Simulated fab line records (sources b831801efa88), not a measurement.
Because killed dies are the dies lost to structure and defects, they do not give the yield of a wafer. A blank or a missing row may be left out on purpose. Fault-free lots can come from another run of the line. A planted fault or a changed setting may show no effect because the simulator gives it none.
Chamber matching || flow sky130 || SKY_CAP2M_CVD_00 on pecvd-01: 3 sister chambers
The step deposits SiO2, target thk 15.5 nm. 6 wafers are shown with their chamber, then 9 later ones without.

## WAFERS WITH THEIR CHAMBER
{"wafer": "L078.1", "chamber": 0, "heater power w (W)": 630}
{"wafer": "L078.4", "chamber": 0, "heater power w (W)": 629}
{"wafer": "L078.6", "chamber": 1, "heater power w (W)": 710}
{"wafer": "L084.2", "chamber": 2, "heater power w (W)": 738}
{"wafer": "L084.5", "chamber": 1, "heater power w (W)": 744}
{"wafer": "L084.6", "chamber": 2, "heater power w (W)": 741}

## WAFERS WITHOUT THEIR CHAMBER
{"wafer": "L089.1", "heater power w (W)": 692}
{"wafer": "L089.5", "heater power w (W)": 714}
{"wafer": "L089.6", "heater power w (W)": 679}
{"wafer": "L094.3", "heater power w (W)": 588}
{"wafer": "L094.4", "heater power w (W)": 592}
{"wafer": "L094.6", "heater power w (W)": 717}
{"wafer": "L096.1", "heater power w (W)": 648}
{"wafer": "L096.4", "heater power w (W)": 761}
{"wafer": "L096.6", "heater power w (W)": 809}

## CHAMBER TAKEN BY EACH
{"wafer": "L089.1", "from the rows above": "can't be placed: 1 or 2 or 0", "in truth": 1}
{"wafer": "L089.5", "from the rows above": "can't be placed: 1 or 2", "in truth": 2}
{"wafer": "L089.6", "from the rows above": "can't be placed: 1 or 0 or 2", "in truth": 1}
{"wafer": "L094.3", "from the rows above": 0, "in truth": 0}
{"wafer": "L094.4", "from the rows above": 0, "in truth": 0}
{"wafer": "L094.6", "from the rows above": "can't be placed: 1 or 2", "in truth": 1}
{"wafer": "L096.1", "from the rows above": 0, "in truth": 0}
{"wafer": "L096.4", "from the rows above": "can't be placed: 2 or 1", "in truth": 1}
{"wafer": "L096.6", "from the rows above": "can't be placed: 2 or 1", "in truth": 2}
Placed correctly: 3 of 9. Cannot be placed on the basis of these rows: 6; the candidates contain the true chamber in 6. Wrongly placed: 0.
How it was worked out, from the rows above alone: a wafer's distance from a chamber is the root of the sum, over the readings, of the square of ((its reading less the chamber's mean) divided by the reading's scatter). The wafer belongs to the nearest chamber; if the next one is less than 2 further off, it can't be placed. The mean given for a chamber averages the wafers shown for that chamber. How the scatter is found: for the shown wafers, subtract from each reading the mean of its chamber, square and add these, divide the total by (wafers less chambers), then take the root.
